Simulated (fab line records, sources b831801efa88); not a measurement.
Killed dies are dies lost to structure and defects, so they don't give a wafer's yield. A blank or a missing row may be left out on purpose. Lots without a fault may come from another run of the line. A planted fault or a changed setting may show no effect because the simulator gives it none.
Which tool did it? | flow gf180mcu | 14 lots, 42 wafers sampled, at 4 steps of a route of 602

WHAT THE GAUGES READ, wafer by wafer
GF_STI_THK_MEAS_02.
lot  | measured    | on            | STI_OXIDATION_THK (nm)
L560 | day 1 11:59 | film_metro-01 | 10.26 10.21 10.31
L561 | day 1 16:31 | film_metro-01 | 10.01 9.90 10.19
L562 | day 1 21:32 | film_metro-03 | 9.56 9.70 9.86
L563 | day 2 02:31 | film_metro-01 | 9.86 9.73 9.64
L564 | day 2 07:31 | film_metro-01 | 9.62 9.67 9.73
L565 | day 2 12:32 | film_metro-01 | 10.35 10.16 10.20
L568 | day 3 03:31 | film_metro-01 | 10.01 10.02 10.06
L569 | day 3 08:33 | film_metro-04 | 10.21 10.32 10.17
L571 | day 3 18:32 | film_metro-04 | 9.99 10.02 10.04
L577 | day 5 00:31 | film_metro-04 | 10.02 10.23 10.14
L580 | day 5 17:06 | film_metro-01 | 10.03 10.01 9.93
L581 | day 5 22:15 | film_metro-01 | 10.22 10.26 10.26
L582 | day 6 02:38 | film_metro-04 | 10.30 10.11 10.28
L583 | day 6 06:56 | film_metro-03 | 10.12 9.97 10.03

GF_VT_IMPLANT_RS_MEAS_48: measures by four-point-probe.
lot  | measured     | on            | LVPWELL_RS (ohm/sq)
L560 | day 7 19:04  | film_metro-02 | 1201 1201 1201
L561 | day 7 21:04  | film_metro-03 | 1189 1187 1190
L562 | day 8 03:08  | film_metro-02 | 1200 1197 1197
L563 | day 8 08:21  | film_metro-03 | 1202 1200 1198
L564 | day 8 22:30  | film_metro-04 | 1199 1201 1198
L565 | day 8 23:52  | film_metro-02 | 1194 1199 1197
L568 | day 9 20:29  | film_metro-03 | 1204 1202 1231
L569 | day 10 08:35 | film_metro-02 | 1196 1195 1222
L571 | day 10 21:26 | film_metro-02 | 1200 1223 1196
L577 | day 12 13:22 | film_metro-02 | 1194 1199 1194
L580 | day 13 07:53 | film_metro-02 | 1199 1199 1195
L581 | day 13 13:43 | film_metro-02 | 1199 1197 1194
L582 | day 13 21:55 | film_metro-04 | 1197 1198 1200
L583 | day 14 02:34 | film_metro-02 | 1200 1197 1201

GF_VT_IMPLANT_RS_MEAS_49: measures by four-point-probe.
lot  | measured     | on            | MVPSD_RS (ohm/sq)
L560 | day 7 19:11  | film_metro-02 | 1171 1168 1171
L561 | day 7 21:11  | film_metro-03 | 1166 1166 1166
L562 | day 8 03:16  | film_metro-02 | 1168 1170 1170
L563 | day 8 08:28  | film_metro-03 | 1163 1167 1163
L564 | day 8 22:37  | film_metro-04 | 1166 1169 1166
L565 | day 8 23:59  | film_metro-02 | 1169 1169 1169
L568 | day 9 20:37  | film_metro-03 | 1164 1168 1168
L569 | day 10 08:43 | film_metro-02 | 1170 1173 1171
L571 | day 10 21:34 | film_metro-02 | 1173 1173 1171
L577 | day 12 13:29 | film_metro-02 | 1168 1167 1168
L580 | day 13 08:01 | film_metro-02 | 1169 1169 1169
L581 | day 13 13:50 | film_metro-02 | 1168 1171 1166
L582 | day 13 22:02 | film_metro-04 | 1166 1165 1168
L583 | day 14 02:41 | film_metro-02 | 1172 1172 1173

WHICH TOOL RAN EACH LOT (tool, then ch and the chambers of the sampled wafers, then the start)
lot  | GF_LVPWELL_IMPLANT_09
L560 | implanter-04 ch 0, day 3 23:45
L561 | implanter-04 ch 0, day 4 02:27
L562 | implanter-03 ch 0, day 4 07:39
L563 | implanter-03 ch 0, day 4 12:56
L564 | implanter-03 ch 0, day 4 20:30
L565 | implanter-01 ch 0, day 5 00:52
L568 | implanter-01 ch 0, day 5 18:50
L569 | implanter-01 ch 0, day 6 04:15
L571 | implanter-01 ch 0, day 6 13:26
L577 | implanter-03 ch 0, day 8 00:01
L580 | implanter-04 ch 0, day 8 15:24
L581 | implanter-03 ch 0, day 8 21:02
L582 | implanter-04 ch 0, day 9 04:16
L583 | implanter-03 ch 0, day 9 07:25
- GF_LVPWELL_IMPLANT_09

WHAT THE TOOLS THEMSELVES READ (means of the sampled wafers that have a number; where no wafer has one, the mark that the record gives instead)
The record holds no such reading with a usual standard deviation.

THE ANSWER, worked out from the rows above alone
Rule: what is usual is taken from the lots themselves. Put in order of their means at a reading, lots are off if they are a third of the lots or fewer, leave a main group of 4 or more, and stand apart from it by a gap of 3 or more times the standard deviation of the main group's means; of several such gaps the widest counts. A main group whose means are all the same, to the digits that the tables above print for the reading, isn't used. A lot without any number at a reading at which 4 lots or more have one is off too. The other lots that the step has rows for count as sound. The gauges are gone through in route order, then the tools' own readings, and for those a lot's mean is taken as printed above. The first step at which some lot is off is used, and at that step the reading that is off furthest; a lot without a number counts as furthest.
No lot is off at any reading shown: from this, nothing can be told.

WHAT THE SIMULATOR HAD PUT IN
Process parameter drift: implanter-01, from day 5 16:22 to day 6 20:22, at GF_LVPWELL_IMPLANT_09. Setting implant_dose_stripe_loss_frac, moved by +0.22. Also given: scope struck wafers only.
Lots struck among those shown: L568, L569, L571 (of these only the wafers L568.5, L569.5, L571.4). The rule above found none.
